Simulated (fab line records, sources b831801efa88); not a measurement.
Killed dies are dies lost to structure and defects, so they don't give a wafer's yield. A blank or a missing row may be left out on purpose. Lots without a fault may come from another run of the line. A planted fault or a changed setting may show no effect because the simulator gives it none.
Which tool did it? | flow sky130 | 12 lots, 36 wafers sampled, at 5 steps of a route of 708

WHAT THE GAUGES READ, wafer by wafer
SKY_VIA1_CD_MEAS_12: target cd 150 nm.
lot  | measured     | on        | cd_nm (nm)
L953 | day 34 06:20 | cd_sem-01 | 152.2 153.1 150.9
L954 | day 34 11:19 | cd_sem-02 | 149.3 148.2 152.0
L956 | day 35 20:38 | cd_sem-01 | 148.2 148.4 149.6
L958 | day 36 12:11 | cd_sem-02 | 151.5 148.7 149.8
L957 | day 36 16:08 | cd_sem-02 | 149.8 150.6 149.6
L964 | day 38 04:44 | cd_sem-01 | 149.9 149.0 151.0
L965 | day 38 11:50 | cd_sem-01 | 149.6 149.6 147.4
L966 | day 38 15:04 | cd_sem-02 | 148.5 149.3 149.2
L967 | day 38 22:05 | cd_sem-01 | 148.8 150.8 151.6
L968 | day 39 08:38 | cd_sem-01 | 150.7 149.8 148.8
L970 | day 39 20:01 | cd_sem-01 | 150.6 152.8 152.5
L975 | day 40 21:01 | cd_sem-01 | 150.5 150.7 151.3

SKY_VIA2_THK_MEAS_01.
lot  | measured     | on            | VIA2_HDPCVD_THK (nm)
L953 | day 35 11:25 | film_metro-03 | 1200 1193 1191
L954 | day 35 17:22 | film_metro-04 | 1195 1181 1177
L956 | day 37 00:58 | film_metro-04 | 1166 1157 1164
L958 | day 37 16:11 | film_metro-03 | 1172 1189 1169
L957 | day 37 20:44 | film_metro-03 | 1176 1168 1176
L964 | day 39 09:18 | film_metro-03 | 1158 1179 1171
L965 | day 39 15:58 | film_metro-04 | 2387 2372 2369
L966 | day 39 19:04 | film_metro-01 | 2348 2342 2360
L967 | day 40 01:48 | film_metro-01 | 1165 1171 1170
L968 | day 40 12:01 | film_metro-03 | 1159 1171 1165
L970 | day 41 06:28 | film_metro-01 | 1175 1164 1160
L975 | day 41 22:22 | film_metro-04 | 1174 1162 1158

WHICH TOOL RAN EACH LOT (tool, then ch and the chambers of the sampled wafers, then the start)
lot  | SKY_VIA1_CVD_21               | SKY_METAL2_SPUTTER_00        | SKY_VIA2_HDPCVD_00
L953 | cvd_w-01 ch 0,1, day 34 07:13 | pvd_sputter-04, day 34 07:47 | hdpcvd-01 ch 0,2, day 35 11:16
L954 | cvd_w-02 ch 0,1, day 34 12:14 | pvd_sputter-01, day 34 12:48 | hdpcvd-01 ch 1,2, day 35 17:11
L956 | cvd_w-01 ch 0,1, day 35 21:31 | pvd_sputter-01, day 35 22:03 | hdpcvd-02 ch 0,1,2, day 37 00:52
L958 | cvd_w-01 ch 0, day 36 13:04   | pvd_sputter-04, day 36 13:39 | hdpcvd-01 ch 0,1,2, day 37 16:04
L957 | cvd_w-02 ch 0,1, day 36 17:01 | pvd_sputter-01, day 36 17:36 | hdpcvd-01 ch 0,2, day 37 20:37
L964 | cvd_w-01 ch 1, day 38 05:38   | pvd_sputter-04, day 38 06:12 | hdpcvd-02 ch 1,2, day 39 09:10
L965 | cvd_w-01 ch 0,1, day 38 12:44 | pvd_sputter-02, day 38 13:19 | hdpcvd-02 ch 1,2, day 39 15:32
L966 | cvd_w-02 ch 0,1, day 38 15:58 | pvd_sputter-02, day 38 16:32 | hdpcvd-01 ch 0,2, day 39 18:25
L967 | cvd_w-02 ch 0,1, day 38 22:59 | pvd_sputter-04, day 38 23:34 | hdpcvd-01 ch 0,2, day 40 01:37
L968 | cvd_w-02 ch 0,1, day 39 09:31 | pvd_sputter-04, day 39 10:16 | hdpcvd-02 ch 0,1, day 40 11:53
L970 | cvd_w-01 ch 0,1, day 39 20:56 | pvd_sputter-02, day 39 21:31 | hdpcvd-02 ch 1,2, day 41 06:20
L975 | cvd_w-02 ch 0,1, day 40 21:56 | pvd_sputter-04, day 40 22:29 | hdpcvd-02 ch 1,2, day 41 22:13
- SKY_VIA1_CVD_21: deposits W, target thk 270 nm, time 80.902 s.
- SKY_METAL2_SPUTTER_00: material Ti, target thk 15 nm, time 10 s.
- SKY_VIA2_HDPCVD_00: deposits SiO2, target thk 1180 nm, time 196.7 s.

WHAT THE TOOLS THEMSELVES READ (means of the sampled wafers that have a number; where no wafer has one, the mark that the record gives instead)
SKY_VIA1_CVD_21.
lot  | tool     | heater_power_w (W)
L953 | cvd_w-01 | 1015
L954 | cvd_w-02 | 833
L956 | cvd_w-01 | 1009
L958 | cvd_w-01 | 698
L957 | cvd_w-02 | 827
L964 | cvd_w-01 | 1194
L965 | cvd_w-01 | 864
L966 | cvd_w-02 | 797
L967 | cvd_w-02 | 812
L968 | cvd_w-02 | 826
L970 | cvd_w-01 | 826
L975 | cvd_w-02 | 829

SKY_METAL2_SPUTTER_00.
lot  | tool           | chamber_pressure_pa (Pa) | throttle_valve_pct (%)
L953 | pvd_sputter-04 | 0.3991                   | 30.0
L954 | pvd_sputter-01 | 0.4000                   | 31.1
L956 | pvd_sputter-01 | 0.3998                   | 30.0
L958 | pvd_sputter-04 | 0.3998                   | 29.8
L957 | pvd_sputter-01 | 0.4003                   | 30.1
L964 | pvd_sputter-04 | 0.3998                   | 29.8
L965 | pvd_sputter-02 | 0.4001                   | 30.2
L966 | pvd_sputter-02 | 0.4005                   | 29.5
L967 | pvd_sputter-04 | 0.3997                   | 30.1
L968 | pvd_sputter-04 | 0.3995                   | 30.3
L970 | pvd_sputter-02 | 0.3997                   | 29.6
L975 | pvd_sputter-04 | 0.4002                   | 30.5

THE ANSWER, worked out from the rows above alone
Rule: what is usual is taken from the lots themselves. Put in order of their means at a reading, lots are off if they are a third of the lots or fewer, leave a main group of 4 or more, and stand apart from it by a gap of 3 or more times the standard deviation of the main group's means; of several such gaps the widest counts. A main group whose means are all the same, to the digits that the tables above print for the reading, isn't used. A lot without any number at a reading at which 4 lots or more have one is off too. The other lots that the step has rows for count as sound. The gauges are gone through in route order, then the tools' own readings, and for those a lot's mean is taken as printed above. The first step at which some lot is off is used, and at that step the reading that is off furthest; a lot without a number counts as furthest.
Off: L965, L966, at SKY_VIA2_THK_MEAS_01 (VIA2_HDPCVD_THK). The main group: mean 1173 nm, standard deviation 9.7.
A tool fits if, at a process step before that reading, it ran every lot that is off, and no sound lot after the first of them. The gauges at SKY_VIA2_THK_MEAS_01 are tried like those tools. None of those tried fits.

WHAT THE SIMULATOR HAD PUT IN
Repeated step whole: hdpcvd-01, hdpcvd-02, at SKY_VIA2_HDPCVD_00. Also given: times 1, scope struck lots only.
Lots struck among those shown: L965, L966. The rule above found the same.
